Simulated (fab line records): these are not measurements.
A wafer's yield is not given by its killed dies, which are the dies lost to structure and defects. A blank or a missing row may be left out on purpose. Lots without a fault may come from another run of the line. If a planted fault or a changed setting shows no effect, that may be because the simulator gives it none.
Which tool did it? -- flow gf180mcu -- Sampling: 11 lots, 33 wafers, 6 of 602 route steps

## WHAT EACH GAUGE READ, for each wafer
GF_V2_THK_MEAS_03. Usual: for V2_CVD_02_THK the level is 851 nm and the standard deviation is 10.
lot,measured,on,V2_CVD_02_THK (nm),flag
L600,day 20 04:38,film-metro-04,843 844 857,
L599,day 20 05:10,film-metro-03,837 840 858,
L603,day 21 09:11,film-metro-01,845 857 868,
L604,day 21 14:31,film-metro-04,844 851 845,
L607,day 22 19:12,film-metro-01,854 852 865,
L610,day 23 21:30,film-metro-01,835 851 841,
L611,day 24 01:45,film-metro-03,836 856 845,
L614,day 25 06:13,film-metro-01,850 843 851,
L616,day 25 20:36,film-metro-01,844 826 850,
L619,day 26 23:11,film-metro-03,833 844 848,
L618,day 27 02:10,film-metro-04,851 849 852,

GF_V2_OVL_MEAS_15. Usual: for V2_OVL the level is 2 nm and the standard deviation is 5.1.
lot,measured,on,V2_OVL (nm),flag
L600,day 21 04:49,overlay-01,6 9 4,
L599,day 21 05:28,overlay-02,1 2 -3,
L603,day 22 07:53,overlay-02,-1 1 -1,
L604,day 22 13:17,overlay-01,-3 1 -2,
L607,day 23 18:19,overlay-02,-1 0 5,
L610,day 24 20:47,overlay-01,4 4 0,
L611,day 25 00:18,overlay-02,-2 0 6,
L614,day 26 04:23,overlay-01,-8 -5 -11,
L616,day 26 18:07,overlay-02,8 2 6,
L619,day 27 20:53,overlay-02,2 4 3,
L618,day 27 22:47,overlay-02,5 4 6,

GF_M4_RS_MEAS_05: a four-point-probe measurement. Usual: for M4_ALCU_RS the level is 0.0701 ohm/sq and the standard deviation is 0.00078.
lot,measured,on,M4_ALCU_RS (ohm/sq),flag
L600,day 23 07:43,film-metro-03,0.0681 0.0680 0.0682,
L599,day 23 08:23,film-metro-02,0.0715 0.0709 0.0706,
L603,day 24 09:30,film-metro-03,0.0703 0.0696 0.0698,
L604,day 24 14:19,film-metro-02,0.0710 0.0705 0.0708,
L607,day 25 19:30,film-metro-02,0.0698 0.0700 0.0704,
L610,day 26 20:13,film-metro-03,0.1236 0.0709 0.0716,OFF
L611,day 27 00:23,film-metro-04,0.0704 0.1218 0.1209,OFF
L614,day 28 02:39,film-metro-04,0.0706 0.0695 0.0702,
L616,day 28 16:14,film-metro-02,0.0707 0.0698 0.0699,
L619,day 29 16:34,film-metro-04,0.0704 0.0693 0.0705,
L618,day 29 18:18,film-metro-03,0.0689 0.0705 0.0702,

GF_M4_THK_MEAS_06: measures by xrf. Usual: for M4_ALCU_THK the level is 449 nm and the standard deviation is 6.7.
lot,measured,on,M4_ALCU_THK (nm),flag
L600,day 23 07:50,film-metro-03,463 466 465,
L599,day 23 08:29,film-metro-02,436 442 443,
L603,day 24 09:37,film-metro-03,451 454 453,
L604,day 24 14:26,film-metro-02,438 443 440,
L607,day 25 19:35,film-metro-02,447 448 441,
L610,day 26 20:20,film-metro-03,259 444 444,OFF
L611,day 27 00:30,film-metro-04,447 262 263,OFF
L614,day 28 02:46,film-metro-04,446 455 449,
L616,day 28 16:21,film-metro-02,444 452 448,
L619,day 29 16:41,film-metro-04,449 453 444,
L618,day 29 18:25,film-metro-03,455 446 449,

## WHICH TOOL RAN EACH LOT (tool, then ch and the chambers of the sampled wafers, then the start)
lot,GF_V2_CVD_23,GF_M4_SPUTTER_02
L600,"cvd-w-02 ch 0,1, day 21 05:39","pvd-sputter-04, day 23 07:37"
L599,"cvd-w-01 ch 0,1, day 21 06:16","pvd-sputter-03, day 23 08:16"
L603,"cvd-w-01 ch 0,1, day 22 08:41","pvd-sputter-03, day 24 09:25"
L604,"cvd-w-02 ch 0,1, day 22 14:05","pvd-sputter-03, day 24 14:13"
L607,"cvd-w-02 ch 0,1, day 23 19:08","pvd-sputter-01, day 25 19:21"
L610,"cvd-w-01 ch 0,1, day 24 21:37","pvd-sputter-03, day 26 20:08"
L611,"cvd-w-02 ch 0,1, day 25 01:05","pvd-sputter-03, day 27 00:17"
L614,"cvd-w-01 ch 0,1, day 26 05:12","pvd-sputter-04, day 28 02:28"
L616,"cvd-w-02 ch 0,1, day 26 18:55","pvd-sputter-01, day 28 16:08"
L619,"cvd-w-01 ch 0,1, day 27 21:41","pvd-sputter-04, day 29 16:29"
L618,"cvd-w-02 ch 0,1, day 27 23:35","pvd-sputter-04, day 29 18:13"
- GF_V2_CVD_23: deposits W, target thk 350 nm, time 104.94 s.
- GF_M4_SPUTTER_02: material AlCu, target thk 450 nm, time 23.9 s.

## WHAT THE TOOLS THEMSELVES READ (means of the sampled wafers that have a number; where no wafer has one, the mark that the record gives instead)
GF_V2_CVD_23. Usual: heater-power-w reads 805 W (standard deviation 85).
lot,tool,heater-power-w (W),flag
L600,cvd-w-02,745,
L599,cvd-w-01,883,
L603,cvd-w-01,819,
L604,cvd-w-02,801,
L607,cvd-w-02,750,
L610,cvd-w-01,880,
L611,cvd-w-02,747,
L614,cvd-w-01,872,
L616,cvd-w-02,792,
L619,cvd-w-01,877,
L618,cvd-w-02,749,

GF_M4_SPUTTER_02. Usual: throttle-valve-pct reads 29.8 % (standard deviation 1.4).
lot,tool,throttle-valve-pct (%),flag
L600,pvd-sputter-04,29.9,
L599,pvd-sputter-03,30.5,
L603,pvd-sputter-03,31.0,
L604,pvd-sputter-03,30.6,
L607,pvd-sputter-01,29.1,
L610,pvd-sputter-03,30.5,
L611,pvd-sputter-03,30.9,
L614,pvd-sputter-04,29.6,
L616,pvd-sputter-01,29.2,
L619,pvd-sputter-04,28.9,
L618,pvd-sputter-04,29.0,

## THE ANSWER, worked out from the rows above alone
Rule: a lot is off if the mean of its wafers that have a number lies more than 3 standard deviations from the usual mean. A lot without any number at a reading at which 4 lots or more have one is off too. Where the step has rows for the other lots, those lots are counted as sound. First the gauges in route order, then the tools' own readings, where a lot's mean is used as printed above. The first step at which some lot is off is used, and at that step the reading that is off furthest; a lot without a number counts as furthest.
Off: L610, L611, seen at GF_M4_RS_MEAS_05 (M4_ALCU_RS).
A tool fits if, at a process step before that reading, it ran every lot that is off, and no sound lot after the first of them. The gauges at GF_M4_RS_MEAS_05 are tried like those tools. One fits: pvd-sputter-03 at GF_M4_SPUTTER_02. Its last sound lot is L604 (day 24 14:13), its first lot that is off L610 (day 26 20:08): a fault that began between those two fits.

## WHAT HAD BEEN PUT IN BY THE SIMULATOR
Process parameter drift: pvd-sputter-03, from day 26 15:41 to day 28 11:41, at GF_M4_SPUTTER_02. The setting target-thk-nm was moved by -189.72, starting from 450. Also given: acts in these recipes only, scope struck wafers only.
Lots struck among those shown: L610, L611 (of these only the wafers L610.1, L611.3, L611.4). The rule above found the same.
